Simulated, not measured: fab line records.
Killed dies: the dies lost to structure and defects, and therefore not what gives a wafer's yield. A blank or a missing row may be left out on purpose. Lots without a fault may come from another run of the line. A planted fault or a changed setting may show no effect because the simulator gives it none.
Which tool was responsible?    flow sky130    Sampling: 11 lots, 33 wafers, 6 of 708 route steps

== WHAT THE GAUGES READ, wafer by wafer ==
SKY_LDD_P_TW_MEAS_11. Usual: LDD_P_TW typically reads 632, with standard deviation 11.
lot   measured      on             LDD_P_TW     flag
L421  day 19 01:28  film metro-04  618 621 617  
L423  day 19 21:20  film metro-03  652 649 648  
L427  day 22 01:49  film metro-04  623 623 627  
L429  day 22 03:32  film metro-01  638 638 639  
L431  day 22 11:41  film metro-04  622 623 623  
L433  day 23 09:06  film metro-04  617 620 619  
L438  day 26 05:49  film metro-04  621 626 621  
L440  day 26 05:53  film metro-01  640 639 636  
L441  day 26 06:49  film metro-01  636 643 641  
L443  day 26 20:42  film metro-03  644 645 646  
L444  day 27 04:53  film metro-04  627 626 627  

SKY_SD_N_RS_MEAS_17: the measuring method here is four-point-probe. Usual: SD_P_RS typically reads 147.2 ohm/sq, with standard deviation 0.45.
lot   measured      on             SD_P_RS (ohm/sq)   flag
L421  day 27 20:34  film metro-02  147.5 147.6 147.9  
L423  day 28 14:39  film metro-04  146.7 146.3 146.4  
L427  day 30 12:44  film metro-02  147.5 147.2 146.9  
L429  day 30 18:19  film metro-01  150.9 151.0 151.0  OFF
L431  day 30 23:38  film metro-01  151.8 151.7 151.2  OFF
L433  day 31 18:31  film metro-04  150.4 149.7 150.2  OFF
L438  day 34 09:25  film metro-01  147.8 147.1 147.2  
L440  day 34 10:41  film metro-04  146.4 146.7 146.8  
L441  day 34 11:55  film metro-04  147.5 147.0 146.9  
L443  day 34 22:52  film metro-01  147.1 147.2 147.4  
L444  day 35 06:02  film metro-01  147.3 147.1 147.1  

SKY_METAL1_THK_MEAS_06: measures by xrf. Usual: METAL1_ALCU_THK typically reads 254 nm, with standard deviation 3.6.
lot   measured      on             METAL1_ALCU_THK (nm)  flag
L421  day 31 12:02  film metro-03  255 254 255           
L423  day 32 07:48  film metro-03  253 253 253           
L427  day 34 02:55  film metro-03  250 250 249           
L429  day 34 06:47  film metro-03  252 249 248           
L431  day 34 14:03  film metro-03  250 254 251           
L433  day 35 06:28  film metro-03  250 246 251           
L438  day 37 20:51  film metro-04  260 261 261           
L440  day 37 22:11  film metro-04  259 255 256           
L441  day 37 23:44  film metro-03  257 260 258           
L443  day 38 09:13  film metro-01  249 252 253           
L444  day 38 17:15  film metro-01  261 262 260           

== EACH LOT AND THE TOOL THAT RAN IT (in order: tool; ch and the chambers of the sampled wafers; start) ==
lot   SKY_SD_P_IMPLANT_09              SKY_SD_P_STRIP_10                     SKY_LI_CONTACT_CMP_24
L421  implanter-03 ch 0, day 25 10:13  plasma asher-02 ch 0,1, day 25 10:22  cmp-02 ch 0,3, day 29 01:28
L423  implanter-03 ch 0, day 26 05:22  plasma asher-03 ch 0,1, day 26 05:30  cmp-01 ch 0,1,3, day 29 20:43
L427  implanter-04 ch 0, day 28 04:38  plasma asher-02 ch 1, day 28 04:46    cmp-01 ch 1,3, day 31 17:49
L429  implanter-03 ch 0, day 28 08:58  plasma asher-03 ch 0,1, day 28 09:07  cmp-01 ch 0,3, day 31 23:26
L431  implanter-03 ch 0, day 28 14:04  plasma asher-03 ch 0,1, day 28 14:12  cmp-02 ch 0,3, day 32 04:50
L433  implanter-03 ch 0, day 29 10:07  plasma asher-03 ch 0,1, day 29 10:15  cmp-01 ch 0,2,3, day 32 22:56
L438  implanter-04 ch 0, day 32 04:16  plasma asher-02 ch 0,1, day 32 04:25  cmp-01 ch 0,3, day 35 12:46
L440  implanter-01 ch 0, day 32 05:02  plasma asher-02 ch 0,1, day 32 05:10  cmp-01 ch 2,3, day 35 13:44
L441  implanter-03 ch 0, day 32 05:46  plasma asher-02 ch 0,1, day 32 05:55  cmp-01 ch 0,3, day 35 15:32
L443  implanter-04 ch 0, day 32 15:47  plasma asher-01 ch 0,1, day 32 15:53  cmp-01 ch 0,1,3, day 36 01:56
L444  implanter-03 ch 0, day 33 01:23  plasma asher-03 ch 0,1, day 33 01:31  cmp-01 ch 1,2,3, day 36 09:55
- SKY_SD_P_IMPLANT_09
- SKY_SD_P_STRIP_10: strips in O2/N2.
- SKY_LI_CONTACT_CMP_24: polishes, stops on PSG, t overpolish 20 s, target thk 0 nm.

== WHAT THE TOOLS THEMSELVES READ (means of the sampled wafers that have a number; where no wafer has one, the mark that the record gives instead) ==
SKY_SD_P_IMPLANT_09. Usual: beam on s 15.4 s, standard deviation 0.63; dose ions cm2 3.001e+15, standard deviation 3.6e+12.
lot   tool          beam on s (s)  dose ions cm2  flag
L421  implanter-03  15.9           2.997e+15      
L423  implanter-03  16.1           2.999e+15      
L427  implanter-04  14.9           3.001e+15      
L429  implanter-03  12.8           2.378e+15      OFF
L431  implanter-03  12.7           2.380e+15      OFF
L433  implanter-03  12.4           2.381e+15      OFF
L438  implanter-04  14.8           3.002e+15      
L440  implanter-01  14.7           2.997e+15      
L441  implanter-03  16.4           3.002e+15      
L443  implanter-04  14.7           3.001e+15      
L444  implanter-03  16.2           3.000e+15      

SKY_SD_P_STRIP_10. Usual: drypump motor current A 5.8 A, standard deviation 0.47; oes product au 0.617 a.u., standard deviation 0.0048; strip time to endpoint s 17.50 s, standard deviation 0.033.
lot   tool             drypump motor current A (A)  oes product au (a.u.)  strip time to endpoint s (s)  flag
L421  plasma asher-02  5.5                          0.613                  17.49                         
L423  plasma asher-03  6.2                          0.617                  17.55                         
L427  plasma asher-02  6.2                          0.619                  17.54                         
L429  plasma asher-03  6.2                          0.627                  17.07                         OFF
L431  plasma asher-03  6.2                          0.625                  17.01                         OFF
L433  plasma asher-03  6.2                          0.625                  17.08                         OFF
L438  plasma asher-02  5.5                          0.618                  17.50                         
L440  plasma asher-02  5.8                          0.617                  17.49                         
L441  plasma asher-02  5.5                          0.620                  17.50                         
L443  plasma asher-01  5.4                          0.618                  17.49                         
L444  plasma asher-03  6.2                          0.616                  17.53                         

SKY_LI_CONTACT_CMP_24. Usual: motor current A 10.8 A, standard deviation 1.2; overpolish run s 19.999 s, standard deviation 0.0098; platen rpm 60.00 rpm, standard deviation 0.039; time to endpoint s 97 s, standard deviation 4.5.
lot   tool    motor current A (A)  overpolish run s (s)  platen rpm (rpm)  time to endpoint s (s)  flag
L421  cmp-02  11.5                 19.997                59.97             102                     
L423  cmp-01  10.5                 20.002                60.01             96                      
L427  cmp-01  11.1                 20.001                60.01             94                      
L429  cmp-01  9.9                  20.002                59.96             89                      
L431  cmp-02  12.1                 20.011                60.03             96                      
L433  cmp-01  10.1                 20.008                59.97             98                      
L438  cmp-01  9.4                  19.997                60.00             95                      
L440  cmp-01  9.4                  19.995                59.98             101                     
L441  cmp-01  10.1                 20.009                60.02             99                      
L443  cmp-01  10.6                 19.997                60.01             96                      
L444  cmp-01  10.8                 19.987                60.02             96                      

== THE ANSWER, worked out from the rows above alone ==
Rule: a lot counts as off when the mean over its wafers that have a number is more than 3 standard deviations away from the usual mean. A lot without any number at a reading at which 4 lots or more have one is off too. Any other lot the step has rows for is counted as sound. Order of review: gauges by route order, followed by the tools' own readings, for which a lot's mean as printed above is used. The first step at which some lot is off is used, and at that step the reading that is off furthest; a lot without a number counts as furthest.
Off: L429, L431, L433, at SKY_SD_N_RS_MEAS_17 (SD_P_RS).
If a tool, at a process step before that reading, ran all the lots that are off and no sound lot after the first of them, it fits. Not tried: the gauges at SKY_SD_N_RS_MEAS_17; whatever is off there is also off at SKY_SD_P_IMPLANT_09, on other tools, and gauge error can't account for it. None of those tried fits.

== WHAT HAD BEEN PUT IN BY THE SIMULATOR ==
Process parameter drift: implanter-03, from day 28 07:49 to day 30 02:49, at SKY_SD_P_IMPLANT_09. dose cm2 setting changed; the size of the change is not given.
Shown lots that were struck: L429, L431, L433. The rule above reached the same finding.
